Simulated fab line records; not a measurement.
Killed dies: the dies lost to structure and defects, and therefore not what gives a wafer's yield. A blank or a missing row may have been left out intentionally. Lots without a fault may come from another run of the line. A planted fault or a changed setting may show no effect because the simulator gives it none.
Comparing a struck lot with a sound one    flow sky130    15 steps out of a route of 708
Sound: these wafers, L779.2, L779.3, L779.5. The struck wafers were L783.1, L783.3, L783.6. The cause is named last.
Each step with rows lists, per side, the tool, then ch with its chambers, then its first start. Under that, the readings that differ: sound wafers    struck wafers    difference of the means    sigmas: that difference in standard deviations of wafers without a fault.
alike: words and numbers the same on both sides, and readings whose means are apart by under 2 such deviations; not compared: readings that were withheld, readings missing a value for some wafer, numbers with overlapping values and no deviation given by the record, and bounds like >300 which may hide the same value.
A row with sigmas, a row that says differs or no value, or rows on one side alone: a step with any of these is where the two part. Non-overlapping numbers with no deviation appear without sigmas and do not part them. A reading missing from all wafers of one side parts the sides only when that side holds two or more wafers.

SKY_METAL1_DESCUM_17: chemistry O2, time 8 s.
  sound on rie_metal-01 ch 1, day 35 00:02; struck on rie_metal-04 ch 0,1, day 36 04:45
  alike: drypump_motor_current_A, oes_product_au
  not compared: rf_hours_counter_h
SKY_METAL1_ETCH_18: etches BARC in N2/H2, stops on SiO2, time 45.9 s, target depth 60 nm.
  sound on rie_metal-01 ch 1, day 35 00:04; struck on rie_metal-04 ch 0,1, day 36 04:47
reading              sound              struck             difference  sigmas
h2_flow_sccm (sccm)  200.4 200.5 201.0  198.6 199.8 199.1  -1.5        -2
  alike: drypump_motor_current_A, oes_product_au, throttle_valve_pct
  not compared: rf_hours_counter_h
SKY_METAL1_METAL_ETCH_19: etches the open film in Cl2/BCl3, stops on SiO2, target depth 360 nm, time 78 s.
  sound on rie_metal-01 ch 1, day 35 00:08; struck on rie_metal-04 ch 0,1, day 36 04:51
  alike: drypump_motor_current_A, oes_product_au, throttle_valve_pct
  not compared: rf_hours_counter_h
SKY_METAL1_STRIP_20: strips in O2/N2.
  sound on plasma_asher-02 ch 0,1, day 35 00:13; struck on plasma_asher-04 ch 1, day 36 04:56
  alike: drypump_motor_current_A, o2_flow_sccm, oes_product_au, strip_time_to_endpoint_s
  not compared: rf_hours_counter_h
then, 4 steps without rows for these wafers: SKY_METAL1_STRIP_21 (strips in post etch residue remover, time 1200 s); SKY_METAL1_CLEAN_22 (cleans in IPA, time 180 s); SKY_METAL1_CLEAN_23 (cleans in O3/DIW); SKY_VIA1_HDPCVD_00 (deposits SiO2, target thk 1030 nm, time 171.7 s).
SKY_VIA1_THK_MEAS_01:
  sound: film_metro-01 at day 35 00:56; struck: film_metro-02 at day 36 05:38
  alike: VIA1_HDPCVD_THK
SKY_VIA1_CMP_02: polishes SiO2.
  sound on cmp-02 ch 0,1,2, day 35 01:02; struck on cmp-01 ch 1,2,3, day 36 05:48
  alike: motor_current_A, retaining_ring_pressure_frac
SKY_VIA1_BOW_MEAS_03:
  sound: film_metro-01 at day 35 01:19; struck: film_metro-02 at day 36 06:00
  alike: VIA1_BOW
then, 1 step without rows for these wafers: SKY_VIA1_DEHYDRATE_04 (time 60 s).
SKY_VIA1_HMDS_05: prime time 60 s.
  sound on litho_track-03 ch 0, day 35 13:28; struck on litho_track-03 ch 0, day 36 18:38
reading           sound                 struck                difference  sigmas
prime_temp_c (C)  120.16 120.38 120.04  126.21 126.12 126.33  +6.03       +50
then, 1 step without rows for these wafers: SKY_VIA1_COAT_06 (resist thk 60 nm).
-- the record jumps here: 12 days lie between the struck wafers' starts before and after (it left off in module VIA1 and takes up again in module PAD_OPEN, whose first step shown is number 708 of the route) --
SKY_PAD_OPEN_PROBE_99:
  sound: prober-02 at day 47 10:53; struck: prober-02 at day 48 09:49
  alike: defect_limited_yield, killed_at_M0_to_M3, killed_at_M4_up, killed_at_contacts, killed_at_front_end, killed_at_other, killed_dies, killed_open, killed_short, sort_bin_3_pad_short, sort_bin_5_function, sort_bin_6_memory, sort_n_pass, sort_yield_pct

== WHERE THEY PART ==
Last at SKY_VIA1_HMDS_05 as far as this record goes, first at SKY_METAL1_ETCH_18. Later steps at which nothing parts them and some readings are alike: SKY_PAD_OPEN_PROBE_99.

WHY: whatever the simulator had introduced
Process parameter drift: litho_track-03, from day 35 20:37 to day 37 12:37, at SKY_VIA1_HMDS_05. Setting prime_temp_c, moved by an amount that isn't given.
